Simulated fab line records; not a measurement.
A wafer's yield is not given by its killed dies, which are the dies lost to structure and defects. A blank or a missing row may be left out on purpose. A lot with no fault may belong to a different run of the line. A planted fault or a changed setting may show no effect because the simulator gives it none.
Which tool did it? -- flow gf180mcu -- 36 wafers from 12 lots sampled at 5 of the route's 602 steps

WHAT EACH GAUGE READ, for each wafer
GF_V5_BOW_MEAS_05. Usual: V5_BOW typically reads 136 um, with standard deviation 10.
lot,measured,on,V5_BOW (um),flag
L500,day 27 06:08,film metro-01,153 134 144,
L501,day 27 13:47,film metro-02,136 147 148,
L502,day 28 01:11,film metro-01,141 142 143,
L503,day 28 06:17,film metro-01,120 129 139,
L504,day 28 14:06,film metro-04,113 117 124,
L512,day 30 20:04,film metro-01,129 125 121,
L514,day 31 07:25,film metro-04,143 133 144,
L516,day 31 18:08,film metro-02,152 138 142,
L518,day 32 10:01,film metro-01,132 132 142,
L517,day 32 13:11,film metro-04,130 133 155,
L519,day 32 15:24,film metro-01,146 153 165,
L520,day 32 20:37,film metro-01,130 123 129,

GF_PASSIVATION_THK_MEAS_03. Usual: PASSIVATION_CVD_02_THK typically reads 697 nm, with standard deviation 10.
lot,measured,on,PASSIVATION_CVD_02_THK (nm),flag
L500,day 29 01:28,film metro-02,705 697 710,
L501,day 29 07:22,film metro-02,693 694 699,
L502,day 29 18:28,film metro-02,684 681 699,
L503,day 29 23:29,film metro-04,936 935 697,OFF
L504,day 30 06:44,film metro-04,683 941 704,OFF
L512,day 32 08:34,film metro-02,686 700 702,
L514,day 32 19:30,film metro-02,693 708 704,
L516,day 33 05:55,film metro-03,705 714 716,
L518,day 33 19:18,film metro-04,685 696 688,
L517,day 33 23:57,film metro-03,683 690 702,
L519,day 34 00:59,film metro-02,697 704 698,
L520,day 34 07:04,film metro-04,696 690 684,

EACH LOT AND THE TOOL THAT RAN IT (in order: tool; ch and the chambers of the sampled wafers; start)
lot,GF_V5_CVD_23,GF_TOP_METAL_SPUTTER_03,GF_PASSIVATION_CVD_02
L500,"cvd w-02 ch 0,1, day 28 03:44","pvd sputter-04, day 28 04:30","pecvd-01 ch 1,2, day 29 01:11"
L501,"cvd w-02 ch 0,1, day 28 10:14","pvd sputter-03, day 28 11:01","pecvd-03 ch 1,2, day 29 07:04"
L502,"cvd w-02 ch 0,1, day 28 21:32","pvd sputter-01, day 28 22:17","pecvd-03 ch 0,2, day 29 18:11"
L503,"cvd w-01 ch 0,1, day 29 02:24","pvd sputter-01, day 29 03:10","pecvd-01 ch 0,1,2, day 29 23:11"
L504,"cvd w-01 ch 0,1, day 29 10:14","pvd sputter-04, day 29 11:01","pecvd-01 ch 0,2, day 30 06:27"
L512,"cvd w-01 ch 0,1, day 31 14:29","pvd sputter-03, day 31 15:16","pecvd-02 ch 0,2, day 32 08:16"
L514,"cvd w-02 ch 0,1, day 32 01:09","pvd sputter-04, day 32 02:08","pecvd-03 ch 1,2, day 32 19:13"
L516,"cvd w-01 ch 0,1, day 32 11:56","pvd sputter-01, day 32 12:40","pecvd-03 ch 0,2, day 33 05:37"
L518,"cvd w-01 ch 0,1, day 33 02:36","pvd sputter-03, day 33 03:22","pecvd-01 ch 0,1,2, day 33 19:01"
L517,"cvd w-01 ch 0,1, day 33 06:35","pvd sputter-04, day 33 07:22","pecvd-01 ch 0,1,2, day 33 23:40"
L519,"cvd w-02 ch 0,1, day 33 08:08","pvd sputter-03, day 33 08:55","pecvd-01 ch 0,1, day 34 00:42"
L520,"cvd w-01 ch 0,1, day 33 13:35","pvd sputter-03, day 33 14:21","pecvd-01 ch 1,2, day 34 06:45"
- GF_V5_CVD_23: deposits W, target thk 350 nm, time 104.9 s.
- GF_TOP_METAL_SPUTTER_03: material Ti, target thk 5 nm, time 3.3 s.
- GF_PASSIVATION_CVD_02: deposits Si3N4, target thk 700 nm, time 486.18 s.

WHAT THE TOOLS THEMSELVES READ (means of the sampled wafers that have a number; where no wafer has one, the mark that the record gives instead)
GF_V5_CVD_23. Usual: heater power w reads 904 W (standard deviation 89).
lot,tool,heater power w (W),flag
L500,cvd w-02,822,
L501,cvd w-02,844,
L502,cvd w-02,851,
L503,cvd w-01,924,
L504,cvd w-01,939,
L512,cvd w-01,982,
L514,cvd w-02,819,
L516,cvd w-01,920,
L518,cvd w-01,935,
L517,cvd w-01,935,
L519,cvd w-02,838,
L520,cvd w-01,979,

GF_TOP_METAL_SPUTTER_03. Usual: throttle valve pct reads 29.4 % (standard deviation 0.91).
lot,tool,throttle valve pct (%),flag
L500,pvd sputter-04,30.3,
L501,pvd sputter-03,30.1,
L502,pvd sputter-01,28.4,
L503,pvd sputter-01,29.3,
L504,pvd sputter-04,28.7,
L512,pvd sputter-03,29.5,
L514,pvd sputter-04,30.3,
L516,pvd sputter-01,29.7,
L518,pvd sputter-03,29.3,
L517,pvd sputter-04,28.9,
L519,pvd sputter-03,29.6,
L520,pvd sputter-03,29.4,

GF_PASSIVATION_CVD_02. Usual: heater power w reads 761 W (standard deviation 110).
lot,tool,heater power w (W),flag
L500,pecvd-01,873,
L501,pecvd-03,721,
L502,pecvd-03,671,
L503,pecvd-01,880,
L504,pecvd-01,886,
L512,pecvd-02,566,
L514,pecvd-03,646,
L516,pecvd-03,675,
L518,pecvd-01,802,
L517,pecvd-01,903,
L519,pecvd-01,872,
L520,pecvd-01,823,

THE ANSWER, worked out from the rows above alone
Rule: take the mean of a lot's wafers that have a number; if it is more than 3 standard deviations from the usual mean, the lot is off. A lot without any number at a reading at which 4 lots or more have one is off too. The other lots that the step has rows for count as sound. The gauges are gone through in route order, then the tools' own readings, and for those a lot's mean is taken as printed above. The first step at which some lot is off is used, and at that step the reading that is off furthest; a lot without a number counts as furthest.
Off: L503, L504, at GF_PASSIVATION_THK_MEAS_03 (PASSIVATION_CVD_02_THK).
If a tool, at a process step before that reading, ran all the lots that are off and no sound lot after the first of them, it fits. The gauges at GF_PASSIVATION_THK_MEAS_03 are tried like those tools. None of those tried fits.

WHAT WAS PUT IN BY THE SIMULATOR
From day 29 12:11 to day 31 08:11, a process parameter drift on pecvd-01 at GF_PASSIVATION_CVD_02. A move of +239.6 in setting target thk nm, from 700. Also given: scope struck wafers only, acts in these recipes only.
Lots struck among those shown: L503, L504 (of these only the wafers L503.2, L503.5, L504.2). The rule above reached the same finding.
